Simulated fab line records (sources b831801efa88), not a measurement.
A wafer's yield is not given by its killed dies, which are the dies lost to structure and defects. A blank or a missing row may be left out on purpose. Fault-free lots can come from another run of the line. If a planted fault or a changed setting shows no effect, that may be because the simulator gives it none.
A struck lot beside a sound one :: flow sky130 :: 20 out of 708 route steps
Sound: wafers L845.1, L845.4, L845.5. Struck: wafers L857.1, L857.2, L857.4. Last of all comes the cause.
Per side, at each step with rows, come the tool, then ch with its chambers, and then its first start. Under that, the readings that differ: sound wafers :: struck wafers :: difference of the means :: sigmas: that difference in standard deviations of wafers without a fault.
alike: readings whose means differ by less than 2 such deviations, and words and numbers that are the same on both sides. not compared: withheld readings, readings that some wafer has no value for, bounds like >300 that may hide the same value, and numbers for which the record gives no deviation and whose values overlap.
Wherever a step has rows on one side only, a row that says differs or no value, or a row with sigmas, the two part there. Numbers that don't overlap but have no deviation are shown without sigmas and don't part them. Lack of a reading on every wafer of one side parts them only where that side has two or more wafers.

first, 4 steps without rows for these wafers: SKY_LDD_HVN_SOFTBAKE_03 (time 60 s); SKY_LDD_HVN_EXPOSE_04 (exposes mask HVNTM, target cd 700 nm); SKY_LDD_HVN_PEB_05; SKY_LDD_HVN_DEVELOP_06 (develop time 60 s).
SKY_LDD_HVN_OVL_MEAS_07:
  sound: overlay-02 at day 21 21:13; struck: overlay-02 at day 26 06:49
  alike: LDD_HVN_OVL
after that, 1 step had no rows for these wafers: SKY_LDD_HVN_IMPLANT_08.
SKY_LDD_HVN_STRIP_09: strips in O2/N2.
  sound on plasma_asher-02 ch 0,1, day 21 21:25; struck on plasma_asher-02 ch 0,1, day 26 07:01
  alike: drypump_motor_current_A, oes_product_au, strip_time_to_endpoint_s
  not compared: rf_hours_counter_h
SKY_LDD_HVN_TW_MEAS_10:
  sound: film_metro-04 at day 21 21:31; struck: film_metro-04 at day 26 07:07
  alike: LDD_HVN_TW
then, 4 steps without rows for these wafers: SKY_LDD_HVP_DEHYDRATE_00 (time 60 s); SKY_LDD_HVP_HMDS_01 (prime time 60 s); SKY_LDD_HVP_COAT_02 (resist thk 300 nm); SKY_LDD_HVP_SOFTBAKE_03 (time 60 s).
SKY_LDD_HVP_EXPOSE_04: exposes mask HVPTM, target cd 700 nm.
  sound on iline_stepper-01 ch 0, day 22 12:22; struck on iline_stepper-02 ch 0, day 26 21:23
reading: mask
sound: HVPTM#0 HVPTM#0 HVPTM#0
struck: LDNTM#0 LDNTM#0 LDNTM#0
difference: differs
sigmas: 
then, 2 steps without rows for these wafers: SKY_LDD_HVP_PEB_05; SKY_LDD_HVP_DEVELOP_06 (develop time 60 s).
SKY_LDD_HVP_OVL_MEAS_07:
  sound: overlay-01 at day 23 03:35; struck: overlay-02 at day 27 11:25
reading: LDD_HVP_OVL (nm)
sound: -3.1 0.8 -2.1
struck: - - -
difference: no value on the struck wafers
sigmas: 
after that, 1 step had no rows for these wafers: SKY_LDD_HVP_IMPLANT_08.
SKY_LDD_HVP_STRIP_09: strips in O2/N2.
  sound on plasma_asher-02 ch 0,1, day 23 03:46; struck on plasma_asher-02 ch 0,1, day 27 11:37
  alike: drypump_motor_current_A, oes_product_au, strip_time_to_endpoint_s
  not compared: rf_hours_counter_h
SKY_LDD_HVP_TW_MEAS_10:
  sound: film_metro-01 at day 23 03:52; struck: film_metro-03 at day 27 11:43
reading: LDD_HVP_TW
sound: 452.2 452.7 452.7
struck: 30.0 30.1 30.1
difference: -422.5
sigmas: -99 or more
then, 1 step without rows for these wafers: SKY_LDD_LDN_DEHYDRATE_00 (time 60 s).

## WHERE THEY PART
First at SKY_LDD_HVP_EXPOSE_04; last, within this record, at SKY_LDD_HVP_TW_MEAS_10.

WHY: what the simulator had put in
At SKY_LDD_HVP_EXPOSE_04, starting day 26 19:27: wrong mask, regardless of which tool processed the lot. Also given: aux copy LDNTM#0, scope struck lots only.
